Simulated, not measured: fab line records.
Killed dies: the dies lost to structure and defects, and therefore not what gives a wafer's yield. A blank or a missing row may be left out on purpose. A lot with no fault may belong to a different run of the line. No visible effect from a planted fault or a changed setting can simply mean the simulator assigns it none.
One fault seen from 2 desks    flow gf180mcu    only its own numbers are on each desk; what lay behind them is given at the end

## FOR THE TOOL OWNER'S DESK: hdpcvd-01
The tool's own readings at GF_STI_CVD_23 (deposits SiO2, target thk 650 nm, time 108.3 s): means of the sampled wafers that have a number, for each lot that ran on this tool. Marked OUT: a lot whose mean sits more than 4 standard deviations from the usual mean, which makes it out of limits; the brackets give that distance.
Columns: A = sih4FlowSccm at GF_STI_CVD_23, usual 59.99 sccm
lot   first seen here  A
L519  day 2 09:34      60.03
L521  day 2 19:28      60.09
L523  day 3 04:56      59.94
L524  day 3 10:53      59.76
L527  day 4 01:10      59.89
L534  day 5 14:30      60.01
L535  day 5 19:01      59.94
This desk's finding: nothing out of limits on any of the 7 lots.

## FROM THE METROLOGY DESK
What the gauges read, lot by lot, whatever tool the lot ran on: means of the sampled wafers that have a number. Marked OUT: a lot whose mean sits more than 4 standard deviations from the usual mean, which makes it out of limits; the brackets give that distance.
Columns: A = STI_CVD_23_THK at GF_STI_THK_MEAS_24, usual 656 nm; B = V1_CVD_00_THK at GF_V1_THK_MEAS_01, usual 600 nm
lot   first seen here  A    B
L518  day 2 03:34      651  598
L519  day 2 09:38      655  602
L520  day 2 14:07      648  595
L521  day 2 19:32      656  605
L522  day 3 00:24      648  599
L523  day 3 05:01      665  595
L524  day 3 10:58      665  601
L525  day 3 17:22      656  606
L526  day 3 21:22      645  602
L527  day 4 01:14      660  594
L534  day 5 14:35      685  600
L535  day 5 19:05      681  602
L538  day 6 10:22      645  595
L539  day 6 16:09      647  603
This desk's finding: nothing out of limits on any of the 14 lots.

## PUT TOGETHER
The tool owner's desk saw nothing out of limits.
Nothing out of limits was seen by the metrology desk.

## WHAT WAS PUT IN BY THE SIMULATOR
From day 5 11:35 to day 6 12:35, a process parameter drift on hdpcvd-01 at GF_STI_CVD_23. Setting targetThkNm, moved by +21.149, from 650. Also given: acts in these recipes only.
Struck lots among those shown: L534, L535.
